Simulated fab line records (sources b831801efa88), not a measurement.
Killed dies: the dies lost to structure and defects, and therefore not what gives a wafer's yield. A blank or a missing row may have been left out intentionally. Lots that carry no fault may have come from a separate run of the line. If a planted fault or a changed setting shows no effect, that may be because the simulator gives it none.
fab line records	flow sfq_line
record lots=7	wafers=20	last_day=95
route steps=325 shown M4@152 I4@163 JJ@178 M5@206
lots with no fault: from the same line, run without faults
start_h: hours from the record's opening day to when the first of the lot's shown wafers began	wait_h: hours elapsed since this lot's preceding step	" as in the row above	L1.1+2: a single row standing in for several wafers	- no value, or no start was given	* or withheld: withheld	< > ~ a bound
route shown NAME@n: NAME is a module with steps in the file, n the number in the route of the first one	usual: average and standard deviation across the fault-free wafers	same: alike in all rows	chamber/n: place in a boat	sites: the reading at each site	_std_site: their standard deviation	_edge_site: the outer-site mean with the inner-site mean subtracted	radius_mm: for every site, how far away it sits from the centre of the wafer	mask NAME#n: copy n	behind: the last tool/chamber to shape the wafer	hold: the reason the lot was held/the length of the hold in hours/how it ended	device: the n, p or np transistor that did not switch	end of line: tests of these same wafers at the route's end	a step without rows: its recipe alone	killed: count of dies lost to structure and defects at first sort (not the wafer's yield)	map: a wafer's dies, x killed, . not, _ none there
set.NAME: setting as actually run; set.NAME@STEP: the setting as run at that earlier step	model.NAME: the simulator's own value behind a step, which no gauge read
lots at selected steps of the route; one table per step, one row per wafer
services: a tool's chamber out of use, with start hour (start_h, from the record's first day; less than 0 if before it), hours out, and reason
## steps
# step SFQ_TRILAYER_M4_LITHO_COAT_098
# recipe resist=BARC	spin_rpm=3000	resist_thk_nm=62
# step SFQ_TRILAYER_M4_LITHO_COAT_093
# recipe resist=KrF	spin_rpm=3000	resist_thk_nm=600
# step SFQ_TRILAYER_M4_LITHO_SOFTBAKE_097
# recipe temp_c=withheld	time_s=withheld	resist=KrF
# step SFQ_TRILAYER_M4_LITHO_EXPOSE_094
# recipe mask_id=M4	na=0.6	source_shape=conventional	sigma_outer=0.65	target_cd_nm=500	dose_mj=14.4
# step SFQ_TRILAYER_M4_LITHO_PEB_096
# recipe peb_temp_c=115	peb_time_s=60	resist=KrF
# step SFQ_TRILAYER_M4_LITHO_DEVELOP_095
# recipe time_s=60	resist=KrF
# step SFQ_M4_OVL_MEAS_926
# usual M4_OVL=0/6
lot.wafer	tool	chamber	start_h	wait_h	M4_OVL[nm]
L309.2	overlay-01	-	1397.70	0.1	4
L309.3	"	-	"	"	1
L310.1	overlay-02	-	1400.09	0.1	-5
L310.3	"	-	"	"	-1
L310.4	"	-	"	"	-6
L311.1	overlay-01	-	1404.89	0.1	0
L311.4	"	-	"	"	3
L311.5	"	-	"	"	6
L320.1	overlay-02	-	1455.42	0.1	-8
L320.3	"	-	"	"	-7
L320.5	"	-	"	"	-8
L321.2	overlay-02	-	1457.82	0.1	6
L321.5	"	-	"	"	3
L321.6	"	-	"	"	2
L322.1	overlay-01	-	1466.22	0.1	-9
L322.2	"	-	"	"	-12
L322.4	"	-	"	"	-5
L325.1	overlay-01	-	1484.34	0.1	3
L325.3	"	-	"	"	4
L325.6	"	-	"	"	6
# step SFQ_TRILAYER_M4_BARC_OPEN_METAL_ETCH_123
# recipe mask_material=PR	chemistry=O2	target_depth_nm=125	target=BARC	icp_w=600	bias_w=80	pressure_mtorr=10	time_s=41.7
# usual drypump_motor_current_A=5.5/0.39	oes_product_au=0.685/0.0045	rf_fwd_power_W=594/3.1
lot.wafer	tool	chamber	start_h	wait_h	drypump_motor_current_A	oes_product_au	rf_fwd_power_W	rf_hours_counter_h
L309.2	rie_metal-04	1	1397.73	0.0	5.2	0.685	591	7
L309.3	"	0	"	"	5.3	0.687	593	-
L310.1	rie_metal-03	0	1400.13	0.0	5.5	0.682	599	40
L310.3	"	1	"	"	5.8	0.683	591	-
L310.4	"	0	"	"	5.5	0.682	599	-
L311.1	rie_metal-03	0	1404.93	0.0	5.5	0.686	597	41
L311.4	"	0	"	"	5.5	0.685	593	-
L311.5	"	0	"	"	5.5	0.686	593	-
L320.1	rie_metal-03	0	1455.45	0.0	5.5	0.689	597	48
L320.3	"	1	"	"	5.8	0.675	591	-
L320.5	"	0	"	"	5.5	0.677	597	-
L321.2	rie_metal-02	1	1457.85	0.0	6.4	0.677	598	15
L321.5	"	0	"	"	5.3	0.683	593	-
L321.6	"	1	"	"	6.4	0.685	596	-
L322.1	rie_metal-03	0	1466.25	0.0	5.5	0.685	596	49
L322.2	"	1	"	"	5.8	0.688	590	20
L322.4	"	1	"	"	5.8	0.682	589	-
L325.1	rie_metal-02	1	1484.38	0.0	6.4	0.688	597	17
L325.3	"	1	"	"	6.4	0.679	594	-
L325.6	"	1	"	"	6.4	0.683	599	-
# step SFQ_TRILAYER_M4_ETCH_METAL_ETCH_096
# recipe target=Nb	stop_on=SiO2	mask_material=PR	chemistry=Cl2/Ar	target_depth_nm=240	icp_w=600	bias_w=80	pressure_mtorr=10	time_s=120
# step SFQ_TRILAYER_M4_STRIP_STRIP_097
# recipe gas=O2	power_w=200	platen_temp_c=40	overash_fraction=0.65	chemistry=O2	pressure_mtorr=50
# usual drypump_motor_current_A=5.5/0.39	oes_product_au=1.000/0.0068
lot.wafer	tool	chamber	start_h	wait_h	drypump_motor_current_A	oes_product_au	rf_hours_counter_h
L309.2	rie_metal-04	1	1397.91	0.1	5.2	1.003	8
L309.3	"	0	"	"	5.3	0.990	-
L310.1	rie_metal-03	0	1400.31	0.1	5.5	1.001	40
L310.3	"	1	"	"	5.8	1.000	-
L310.4	"	0	"	"	5.5	0.995	-
L311.1	rie_metal-03	0	1405.11	0.1	5.5	0.988	41
L311.4	"	0	"	"	5.5	0.995	-
L311.5	"	0	"	"	5.5	0.987	-
L320.1	rie_metal-03	0	1455.64	0.1	5.5	0.998	48
L320.3	"	1	"	"	5.8	0.999	-
L320.5	"	0	"	"	5.5	0.996	-
L321.2	rie_metal-02	1	1458.04	0.1	6.5	0.997	15
L321.5	"	0	"	"	5.3	1.001	-
L321.6	"	1	"	"	6.4	0.995	-
L322.1	rie_metal-03	0	1466.44	0.1	5.5	1.000	49
L322.2	"	1	"	"	5.8	1.000	20
L322.4	"	1	"	"	5.8	1.003	-
L325.1	rie_metal-02	1	1484.56	0.1	6.4	0.988	17
L325.3	"	1	"	"	6.5	0.995	-
L325.6	"	1	"	"	6.4	1.005	-
# step SFQ_TRILAYER_M4_STRIP_SOLV_CLEAN_098
# recipe chemistry=NMP	temp_c=70	time_s=600
# step SFQ_TRILAYER_I4_DEP_PECVD_099
# recipe material=SiO2	temp_c=150	time_s=111.11	pressure_torr=2.4	rf_w=183.3	precursor=SiH4/N2O	target_thk_nm=500
# usual heater_power_w=93/12	rf_fwd_power_W=182.2/0.61	throttle_valve_pct=25.1/1.7
lot.wafer	tool	chamber	start_h	wait_h	heater_power_w	rf_fwd_power_W	throttle_valve_pct
L309.2	pecvd-01	0	1398.69	0.0	84	182.2	25.2
L309.3	"	2	"	"	100	181.7	25.8
L310.1	pecvd-04	0	1401.09	0.0	95	182.6	24.3
L310.3	"	1	"	"	77	182.6	25.2
L310.4	"	1	"	"	80	182.0	24.8
L311.1	pecvd-03	1	1405.90	0.0	81	182.1	23.0
L311.4	"	1	"	"	83	182.9	23.0
L311.5	"	2	"	"	70	182.5	22.4
L320.1	pecvd-03	0	1456.41	0.0	100	181.6	25.0
L320.3	"	1	"	"	81	181.9	22.8
L320.5	"	0	"	"	104	181.9	25.0
L321.2	pecvd-01	2	1458.83	0.0	95	182.0	25.9
L321.5	"	2	"	"	100	182.3	25.8
L321.6	"	0	"	"	71	183.1	25.5
L322.1	pecvd-03	2	1467.21	0.0	75	182.2	22.8
L322.2	"	1	"	"	88	181.8	23.1
L322.4	"	0	"	"	111	182.6	24.7
L325.1	pecvd-01	2	1485.34	0.0	109	183.0	26.1
L325.3	"	1	"	"	98	183.0	28.0
L325.6	"	2	"	"	90	182.7	26.0
# step SFQ_TRILAYER_I4_CMP_CMP_100
# recipe material=SiO2	down_force_psi=3	platen_rpm=60	pad_velocity_m_s=0.94248
# usual motor_current_A=10.2/0.98	time_to_endpoint_s=218/8.9
lot.wafer	tool	chamber	start_h	wait_h	motor_current_A	time_to_endpoint_s	model.SiO2_of_TRILAYER_I4_DEP_PECVD_099.thk_nm
L309.3	cmp-02	3	1401.69	3.0	10.6	233	180.9
L309.2	"	1	1402.69	4.0	10.8	217	202.2
L310.4	cmp-02	1	1404.69	3.5	10.7	251	181.4
L310.1	"	2	"	"	11.0	210	199.4
L310.3	"	0	1406.19	5.1	8.2	245	180.3
L311.4	cmp-02	1	1411.19	5.2	10.8	254	182
L311.1	"	2	"	"	11.4	213	198.8
L311.5	"	1	1413.19	7.2	10.6	246	201.5
L321.2	cmp-01	1	1475.25	16.4	9.8	215	199.4
L321.6	"	1	1477.25	18.3	9.9	209	199.9
L321.5	"	2	"	"	9.7	213	198.5
L320.3	cmp-02	2	1475.44	19.0	11.9	212	199
L320.1	"	3	"	"	10.7	225	199.9
L320.5	"	1	1476.94	20.4	10.8	239	201.6
L322.1	cmp-02	2	1480.44	13.2	11.0	206	200
L322.2	"	0	1481.44	14.2	7.8	228	201.2
L322.4	"	1	"	"	10.5	238	201.3
L325.1	cmp-01	3	1488.25	2.9	10.6	221	202
L325.3	"	0	"	"	10.5	216	199.4
L325.6	"	2	1489.75	4.3	9.4	214	198.5
# step SFQ_I4_BOW_MEAS_927
# recipe mode=bow
# usual I4_BOW=4/9.1
lot.wafer	tool	chamber	start_h	wait_h	I4_BOW[um]
L309.2	film_metro-02	-	1404.71	1.5	6
L309.3	"	-	"	"	-4
L310.1	film_metro-04	-	1407.69	2.0	1
L310.3	"	-	"	"	9
L310.4	"	-	"	"	4
L311.1	film_metro-01	-	1413.69	1.5	21
L311.4	"	-	"	"	18
L311.5	"	-	"	"	8
L320.1	film_metro-01	-	1477.44	1.0	-1
L320.3	"	-	"	"	-4
L320.5	"	-	"	"	-3
L321.2	film_metro-02	-	1478.27	2.5	-2
L321.5	"	-	"	"	-4
L321.6	"	-	"	"	-6
L322.1	film_metro-04	-	1483.44	2.5	14
L322.2	"	-	"	"	11
L322.4	"	-	"	"	7
L325.1	film_metro-04	-	1490.25	1.5	6
L325.3	"	-	"	"	5
L325.6	"	-	"	"	-6
# step SFQ_TRILAYER_I4_METRO_MEASURE_101
# usual thk_nm=200.2/1.1
lot.wafer	tool	chamber	start_h	wait_h	thk_nm
L309.2	film_metro-02	-	1405.01	0.3	202.3
L309.3	"	-	"	"	180.8
L310.1	film_metro-04	-	1407.81	0.1	199.5
L310.3	"	-	"	"	180.5
L310.4	"	-	"	"	181.3
L311.1	film_metro-01	-	1413.81	0.1	198.8
L311.4	"	-	"	"	182.1
L311.5	"	-	"	"	201.4
L320.1	film_metro-01	-	1477.56	0.1	199.9
L320.3	"	-	"	"	199.1
L320.5	"	-	"	"	201.7
L321.2	film_metro-02	-	1478.57	0.3	199.3
L321.5	"	-	"	"	198.6
L321.6	"	-	"	"	200.0
L322.1	film_metro-04	-	1483.56	0.1	199.9
L322.2	"	-	"	"	201.4
L322.4	"	-	"	"	201.2
L325.1	film_metro-04	-	1490.37	0.1	201.9
L325.3	"	-	"	"	199.5
L325.6	"	-	"	"	198.6
# step SFQ_TRILAYER_I4_VIA_LITHO_COAT_108
# recipe resist=BARC	spin_rpm=3000	resist_thk_nm=62
# step SFQ_TRILAYER_I4_VIA_LITHO_COAT_103
# recipe resist=KrF	spin_rpm=3000	resist_thk_nm=650
# step SFQ_TRILAYER_I4_VIA_LITHO_SOFTBAKE_107
# recipe temp_c=withheld	time_s=withheld	resist=KrF
# step SFQ_TRILAYER_I4_VIA_LITHO_EXPOSE_104
# recipe mask_id=I4	na=0.6	source_shape=conventional	sigma_outer=0.65	target_cd_nm=700	dose_mj=21.3
# step SFQ_TRILAYER_I4_VIA_LITHO_PEB_106
# recipe peb_temp_c=115	peb_time_s=60	resist=KrF
# step SFQ_TRILAYER_I4_VIA_LITHO_DEVELOP_105
# recipe time_s=60	resist=KrF
# step SFQ_I4_OVL_MEAS_928
# usual I4_OVL=3/5.7
lot.wafer	tool	chamber	start_h	wait_h	I4_OVL[nm]
L309.2	overlay-02	-	1512.07	0.1	-4
L309.3	"	-	"	"	7
L310.1	overlay-02	-	1515.67	0.1	11
L310.3	"	-	"	"	8
L310.4	"	-	"	"	6
L311.1	overlay-02	-	1521.67	0.1	0
L311.4	"	-	"	"	8
L311.5	"	-	"	"	-4
L320.1	overlay-01	-	1574.72	0.1	-1
L320.3	"	-	"	"	-2
L320.5	"	-	"	"	-3
L321.2	overlay-01	-	1575.92	0.1	-5
L321.5	"	-	"	"	13
L321.6	"	-	"	"	-3
L322.1	overlay-02	-	1581.92	0.1	4
L322.2	"	-	"	"	17
L322.4	"	-	"	"	16
L325.1	overlay-02	-	1591.52	0.1	3
L325.3	"	-	"	"	4
L325.6	"	-	"	"	8
# step SFQ_TRILAYER_I4_VIA_BARC_OPEN_VIA_ETCH_146
# recipe mask_material=PR	chemistry=O2	target_depth_nm=125	target=BARC	source_w=500	bias_w=80	pressure_mtorr=30	time_s=41.7
# step SFQ_TRILAYER_I4_VIA_ETCH_VIA_ETCH_106
# recipe target=SiO2	stop_on=Nb	mask_material=PR	taper_deg=20	chemistry=CHF3	target_depth_nm=260	source_w=500	bias_w=80	pressure_mtorr=30	time_s=withheld
# usual drypump_motor_current_A=5.5/0.35	oes_product_au=0.855/0.0051	rf_fwd_power_W=498.0/1.7
lot.wafer	tool	chamber	start_h	wait_h	drypump_motor_current_A	oes_product_au	rf_fwd_power_W	model.I4.feature_depth_nm	model.etch.depth_nm
L309.2	rie_diel-04	2	1512.14	0.0	5.0	0.860	501.5	202.2	202.2
L309.3	"	1	"	"	5.9	0.814	498.8	180.9	180.9
L310.1	rie_diel-04	2	1515.74	0.0	4.9	0.853	495.5	199.4	199.4
L310.3	"	3	"	"	5.5	0.803	496.9	180.3	180.3
L310.4	"	1	"	"	5.9	0.808	499.5	181.4	181.4
L311.1	rie_diel-03	0	1521.74	0.0	5.6	0.849	497.7	198.8	198.8
L311.4	"	3	"	"	5.3	0.811	498.2	182	182
L311.5	"	0	"	"	5.6	0.862	497.3	201.5	201.5
L320.1	rie_diel-01	0	1574.79	0.0	5.6	0.856	499.0	199.9	199.9
L320.3	"	3	"	"	5.6	0.853	497.9	199	199
L320.5	"	1	"	"	5.3	0.861	501.1	201.6	201.6
L321.2	rie_diel-03	3	1575.99	0.0	5.3	0.857	494.4	199.4	199.4
L321.5	"	2	"	"	5.7	0.852	499.5	198.5	198.5
L321.6	"	1	"	"	5.6	0.857	499.2	199.9	199.9
L322.1	rie_diel-01	0	1581.99	0.0	5.7	0.856	494.9	200	200
L322.2	"	2	"	"	6.3	0.858	498.3	201.2	201.2
L322.4	"	3	"	"	5.6	0.853	498.4	201.3	201.3
L325.1	rie_diel-04	2	1591.59	0.0	4.9	0.860	498.1	202	202
L325.3	"	1	"	"	5.9	0.854	499.8	199.4	199.4
L325.6	"	3	"	"	5.5	0.849	498.1	198.5	198.5
# step SFQ_TRILAYER_I4_VIA_STRIP_STRIP_107
# recipe gas=O2	power_w=200	platen_temp_c=40	overash_fraction=0.65	chemistry=O2	pressure_mtorr=50
# step SFQ_TRILAYER_I4_VIA_STRIP_SOLV_CLEAN_108
# recipe chemistry=NMP	temp_c=70	time_s=600
# step SFQ_TRILAYER_JJ_TRILAYER_DEP_PRE_CLEAN_113
# recipe gas=Ar	time_s=22.5	bias_v=250
# step SFQ_TRILAYER_JJ_TRILAYER_DEP_SPUTTER_109
# recipe material=Nb	base_pressure_pa=1.33e-06	chamber_pressure_pa=0.1333	substrate_temp_c=20	target_thk_nm=150	power_w=2000	time_s=100
# step SFQ_TRILAYER_JJ_TRILAYER_DEP_SPUTTER_110
# recipe material=Al	base_pressure_pa=1.33e-06	target_thk_nm=8	power_w=500	time_s=10	chamber_pressure_pa=0.4
# usual throttle_valve_pct=30.2/1
lot.wafer	tool	chamber	start_h	wait_h	throttle_valve_pct
L309.2	pvd_sputter-05	-	1513.13	0.0	31.5
L309.3	"	-	"	"	31.6
L310.1	pvd_sputter-03	-	1516.73	0.0	29.7
L310.3	"	-	"	"	30.9
L310.4	"	-	"	"	31.2
L311.1	pvd_sputter-03	-	1522.73	0.0	30.0
L311.4	"	-	"	"	30.0
L311.5	"	-	"	"	31.4
L320.1	pvd_sputter-04	-	1575.78	0.0	29.3
L320.3	"	-	"	"	29.0
L320.5	"	-	"	"	30.8
L321.2	pvd_sputter-03	-	1576.98	0.0	30.7
L321.5	"	-	"	"	31.2
L321.6	"	-	"	"	31.1
L322.1	pvd_sputter-05	-	1582.98	0.0	30.8
L322.2	"	-	"	"	27.9
L322.4	"	-	"	"	31.5
L325.1	pvd_sputter-03	-	1592.58	0.0	29.8
L325.3	"	-	"	"	31.2
L325.6	"	-	"	"	29.7
# step SFQ_TRILAYER_JJ_TRILAYER_DEP_AL_OXIDATION_111
# recipe pressure_mbar=0.014667	oxidation_time_s=600	temperature_k=293
# step SFQ_TRILAYER_JJ_TRILAYER_DEP_SPUTTER_112
# recipe material=Nb	base_pressure_pa=1.33e-06	chamber_pressure_pa=0.1333	substrate_temp_c=20	target_thk_nm=170	power_w=2000	time_s=113.3
# step SFQ_JJ_RS_MEAS_929
# recipe thk_meas_gauge=four-point-probe	reads=Nb_of_TRILAYER_JJ_TRILAYER_DEP_SPUTTER_112
# usual JJ_NB_RS=1.049/0.012
lot.wafer	tool	chamber	start_h	wait_h	JJ_NB_RS[ohm/sq]
L309.2	film_metro-04	-	1514.25	0.1	1.054
L309.3	"	-	"	"	1.042
L310.1	film_metro-03	-	1517.83	0.0	1.036
L310.3	"	-	"	"	1.043
L310.4	"	-	"	"	1.029
L311.1	film_metro-02	-	1523.83	0.0	1.028
L311.4	"	-	"	"	1.047
L311.5	"	-	"	"	1.039
L320.1	film_metro-03	-	1576.88	0.0	1.062
L320.3	"	-	"	"	1.055
L320.5	"	-	"	"	1.057
L321.2	film_metro-02	-	1578.10	0.1	1.067
L321.5	"	-	"	"	1.057
L321.6	"	-	"	"	1.041
L322.1	film_metro-04	-	1584.08	0.0	1.066
L322.2	"	-	"	"	1.056
L322.4	"	-	"	"	1.033
L325.1	film_metro-04	-	1593.68	0.0	1.027
L325.3	"	-	"	"	1.045
L325.6	"	-	"	"	1.034
# step SFQ_TRILAYER_JJ_CE_LITHO_COAT_119
# recipe resist=BARC	spin_rpm=3000	resist_thk_nm=62
# step SFQ_TRILAYER_JJ_CE_LITHO_COAT_114
# recipe resist=KrF	spin_rpm=3000	resist_thk_nm=600
# step SFQ_TRILAYER_JJ_CE_LITHO_SOFTBAKE_118
# recipe temp_c=withheld	time_s=withheld	resist=KrF
# step SFQ_TRILAYER_JJ_CE_LITHO_EXPOSE_115
# recipe mask_id=J5	na=0.6	source_shape=conventional	sigma_outer=0.65	target_cd_nm=700	dose_mj=14.4
# step SFQ_TRILAYER_JJ_CE_LITHO_PEB_117
# recipe peb_temp_c=115	peb_time_s=60	resist=KrF
# step SFQ_TRILAYER_JJ_CE_LITHO_DEVELOP_116
# recipe time_s=60	resist=KrF
# step SFQ_JJ_OVL_MEAS_931
# usual J5_OVL=1/6.1
lot.wafer	tool	chamber	start_h	wait_h	J5_OVL[nm]
L309.2	overlay-01	-	1621.77	0.1	3
L309.3	"	-	"	"	-8
L310.1	overlay-01	-	1624.17	0.1	1
L310.3	"	-	"	"	-1
L310.4	"	-	"	"	7
L311.1	overlay-02	-	1630.17	0.1	1
L311.4	"	-	"	"	-18
L311.5	"	-	"	"	-1
L320.1	overlay-02	-	1688.33	0.1	2
L320.3	"	-	"	"	5
L320.5	"	-	"	"	2
L321.2	overlay-01	-	1689.74	0.1	-12
L321.5	"	-	"	"	-11
L321.6	"	-	"	"	-11
L322.1	overlay-01	-	1693.13	0.1	7
L322.2	"	-	"	"	-11
L322.4	"	-	"	"	-5
L325.1	overlay-02	-	1702.73	0.1	-7
L325.3	"	-	"	"	-6
L325.6	"	-	"	"	-6
# step SFQ_TRILAYER_JJ_CE_METRO_MEASURE_117
# usual cd_nm=700.1/1.2
lot.wafer	tool	chamber	start_h	wait_h	cd_nm
L309.2	cd_sem-02	-	1622.00	0.2	699.3
L309.3	"	-	"	"	698.9
L310.1	cd_sem-01	-	1624.20	0.0	697.9
L310.3	"	-	"	"	698.2
L310.4	"	-	"	"	698.9
L311.1	cd_sem-02	-	1630.20	0.0	702.7
L311.4	"	-	"	"	702.0
L311.5	"	-	"	"	700.5
L320.1	cd_sem-01	-	1688.36	0.0	699.0
L320.3	"	-	"	"	700.9
L320.5	"	-	"	"	700.4
L321.2	cd_sem-02	-	1689.97	0.2	700.1
L321.5	"	-	"	"	699.6
L321.6	"	-	"	"	700.9
L322.1	cd_sem-01	-	1693.16	0.0	699.3
L322.2	"	-	"	"	701.0
L322.4	"	-	"	"	699.9
L325.1	cd_sem-02	-	1702.76	0.0	701.6
L325.3	"	-	"	"	701.0
L325.6	"	-	"	"	700.3
# step SFQ_TRILAYER_JJ_CE_BARC_OPEN_RIE_150
# recipe mask_material=PR	chemistry=O2	target_depth_nm=240	target=BARC	icp_w=600	bias_w=80	pressure_mtorr=10	time_s=80
# step SFQ_TRILAYER_M5_ETCH_METAL_ETCH_126
# recipe target=Nb	stop_on=SiO2	mask_material=PR	over_etch_frac=0.15	time_s=203.2	chemistry=Cl2/BCl3	target_depth_nm=265	icp_w=600	bias_w=80	pressure_mtorr=10
# usual drypump_motor_current_A=5.5/0.38	oes_product_au=0.729/0.0065	rf_fwd_power_W=598.9/1.8
lot.wafer	tool	chamber	start_h	wait_h	drypump_motor_current_A	oes_product_au	rf_fwd_power_W	rf_hours_counter_h	model.SiO2_of_TRILAYER_I4_DEP_PECVD_099.thk_nm
L309.2	rie_metal-02	0	1725.87	0.0	5.3	0.722	599.2	90	182.3
L309.3	"	0	"	"	5.3	0.715	599.6	-	161
L310.1	rie_metal-02	1	1729.47	0.0	6.4	0.735	601.5	46	179.7
L310.3	"	1	"	"	6.5	0.730	599.1	-	160.5
L310.4	"	0	"	"	5.3	0.737	598.2	-	161.4
L311.1	rie_metal-04	1	1734.27	0.0	5.2	0.746	599.4	53	179
L311.4	"	1	"	"	5.2	0.747	598.5	-	162.2
L311.5	"	1	"	"	5.2	0.736	603.4	-	181.5
L320.1	rie_metal-01	1	1792.35	0.0	5.4	0.729	598.8	41	179.8
L320.3	"	0	"	"	5.4	0.725	597.7	-	179.4
L320.5	"	1	"	"	5.4	0.729	597.1	-	181.5
L321.2	rie_metal-04	0	1793.55	0.0	5.2	0.740	600.4	56	179.7
L321.5	"	0	"	"	5.3	0.733	596.0	-	178.8
L321.6	"	1	"	"	5.2	0.727	596.3	-	180.1
L322.1	rie_metal-02	1	1795.95	0.0	6.4	0.728	598.8	56	180.3
L322.2	"	0	"	"	5.3	0.731	597.0	101	181.2
L322.4	"	1	"	"	6.4	0.727	598.3	-	181.5
L325.1	rie_metal-01	0	1807.95	0.0	5.4	0.728	601.9	97	182.4
L325.3	"	1	"	"	5.4	0.730	599.3	-	179.5
L325.6	"	0	"	"	5.4	0.728	602.1	-	179
## services
tool	chamber	start_h	hours	kind
cmp-02	-	1387.56	2.1	repair
pvd_sputter-03	-	1410.31	2.7	repair
cmp-02	-	1434.44	4.0	pm
pvd_sputter-03	-	1441.16	6.6	repair
cd_sem-02	-	1444.11	2.3	pm
rie_metal-02	-	1453.42	0.2	repair
rie_metal-03	0	1479.20	11.8	repair
cd_sem-02	-	1498.21	51.8	pm
rie_metal-02	-	1504.21	0.7	repair
cmp-02	-	1525.92	0.9	repair
cmp-02	-	1543.67	0.8	repair
rie_metal-02	1	1546.70	27.2	repair
cd_sem-02	-	1550.57	0.9	pm
cd_sem-02	-	1551.46	2.4	pm
cmp-02	-	1610.01	1.9	repair
cmp-02	-	1644.95	5.1	pm
cmp-02	-	1652.40	1.6	repair
pvd_sputter-03	-	1655.65	0.6	repair
cmp-02	-	1682.77	1.5	repair
pvd_sputter-03	-	1685.11	5.3	repair
cmp-02	-	1735.62	0.3	repair
rie_metal-03	-	1758.16	2.8	pm
cmp-02	-	1774.44	4.0	pm
pvd_sputter-03	-	1790.22	3.4	repair
## key
first_sign step=SFQ_TRILAYER_I4_METRO_MEASURE_101	reading=thk_nm	direction=down	sigmas=17	usual=200.2	struck=181.2
effect step=SFQ_TRILAYER_I4_VIA_ETCH_VIA_ETCH_106	reading=oes_product_au	direction=down	sigmas=9.1	usual=0.855	struck=0.809
model_effect step=SFQ_TRILAYER_I4_CMP_CMP_100	value=SiO2_of_TRILAYER_I4_DEP_PECVD_099.thk_nm	without=201.2	struck=181.2
model_effect step=SFQ_TRILAYER_I4_VIA_ETCH_VIA_ETCH_106	value=I4.feature_depth_nm	without=201.2	struck=181.2
model_effect step=SFQ_TRILAYER_M5_ETCH_METAL_ETCH_126	value=SiO2_of_TRILAYER_I4_DEP_PECVD_099.thk_nm	without=181.3	struck=161.3
met_at SFQ_TRILAYER_I4_CMP_CMP_100
struck_wafers L309.3,L310.3,L310.4,L311.4
fault kind=process_parameter_drift	tool=cmp-02	chamber=-	onset_h=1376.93	steps=SFQ_TRILAYER_I4_CMP_CMP_100	channel=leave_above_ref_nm	offset=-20	shape=step	end_h=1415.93	scope=struck_wafers_only	acts_in=these_recipes_only	stated=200
